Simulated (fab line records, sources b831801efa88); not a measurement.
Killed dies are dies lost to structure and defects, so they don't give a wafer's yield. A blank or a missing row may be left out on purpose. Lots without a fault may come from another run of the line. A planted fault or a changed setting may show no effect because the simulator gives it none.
Chamber matching | flow gf180mcu | GF_V3_CMP_04 on cmp-02: 4 sister chambers
The step polishes SiO2. 27 wafers are shown with their chamber, then 12 later ones without.

WAFERS WITH THEIR CHAMBER
wafer  | chamber | motor_current_A (A) | time_to_endpoint_s (s)
L074.1 | 2       | 13.5                | 79
L074.4 | 1       | 12.7                | 74
L074.5 | 2       | 13.1                | 80
L079.1 | 0       | 12.2                | 72
L079.2 | 2       | 13.3                | 83
L079.4 | 1       | 12.8                | 77
L080.2 | 3       | 11.6                | 69
L080.5 | 1       | 12.5                | 78
L080.6 | 2       | 13.2                | 81
L084.1 | 0       | 12.6                | 65
L084.4 | 1       | 12.9                | 80
L084.6 | 3       | 11.5                | 76
L085.2 | 0       | 11.9                | 70
L085.3 | 2       | 13.5                | 87
L085.4 | 3       | 11.9                | 76
L088.1 | 2       | 13.7                | 80
L088.2 | 3       | 11.8                | 68
L088.4 | 1       | 12.3                | 77
L089.3 | 3       | 11.8                | 79
L089.5 | 0       | 12.9                | 74
L089.6 | 1       | 13.3                | 85
L090.2 | 0       | 12.1                | 70
L090.4 | 2       | 13.1                | 81
L090.5 | 0       | 12.8                | 75
L091.1 | 3       | 12.3                | 78
L091.4 | 1       | 13.2                | 90
L091.6 | 3       | 12.3                | 84

SIGNATURES (means of the wafers above)
reading            | chamber 0 | chamber 1 | chamber 2 | chamber 3 | scatter within a chamber
motor_current_A    | 12.417    | 12.814    | 13.343    | 11.886    | 0.33
time_to_endpoint_s | 71.00     | 80.14     | 81.57     | 75.71     | 4.57
Rule: a wafer's distance from a chamber is the root of the sum, over the readings, of the square of ((its reading less the chamber's mean) divided by the reading's scatter). The wafer belongs to the nearest chamber; if the next one is less than 2 further off, it can't be placed. The scatter: the root of (the sum of the squares of (reading less its chamber's mean) over the shown wafers, divided by (wafers less chambers)).

WAFERS WITHOUT THEIR CHAMBER
wafer  | motor_current_A (A) | time_to_endpoint_s (s)
L093.1 | 12.7                | 78
L093.2 | 14.0                | 85
L093.5 | 11.5                | 76
L094.1 | 11.9                | 76
L094.4 | 13.1                | 84
L094.5 | 12.4                | 85
L095.1 | 12.7                | 77
L095.3 | 12.3                | 80
L095.6 | 11.9                | 87
L097.2 | 12.7                | 81
L097.4 | 11.6                | 90
L097.6 | 13.5                | 87

WHICH CHAMBER EACH WENT THROUGH
wafer  | from the rows above               | in truth
L093.1 | can't be placed: 1 or 0 or 2 or 3 | 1
L093.2 | can't be placed: 2 or 1           | 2
L093.5 | can't be placed: 3 or 0           | 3
L094.1 | can't be placed: 3 or 0           | 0
L094.4 | can't be placed: 2 or 1           | 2
L094.5 | can't be placed: 1 or 3 or 2 or 0 | 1
L095.1 | can't be placed: 1 or 0 or 2 or 3 | 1
L095.3 | can't be placed: 1 or 3 or 0 or 2 | 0
L095.6 | can't be placed: 3 or 1 or 0      | 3
L097.2 | can't be placed: 1 or 2 or 0      | 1
L097.4 | can't be placed: 3 or 1 or 0      | 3
L097.6 | can't be placed: 2 or 1           | 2
Placed correctly: 0 of 12. Can't be placed from these rows: 12 (the true chamber is among the candidates in 12). Placed wrongly: 0.
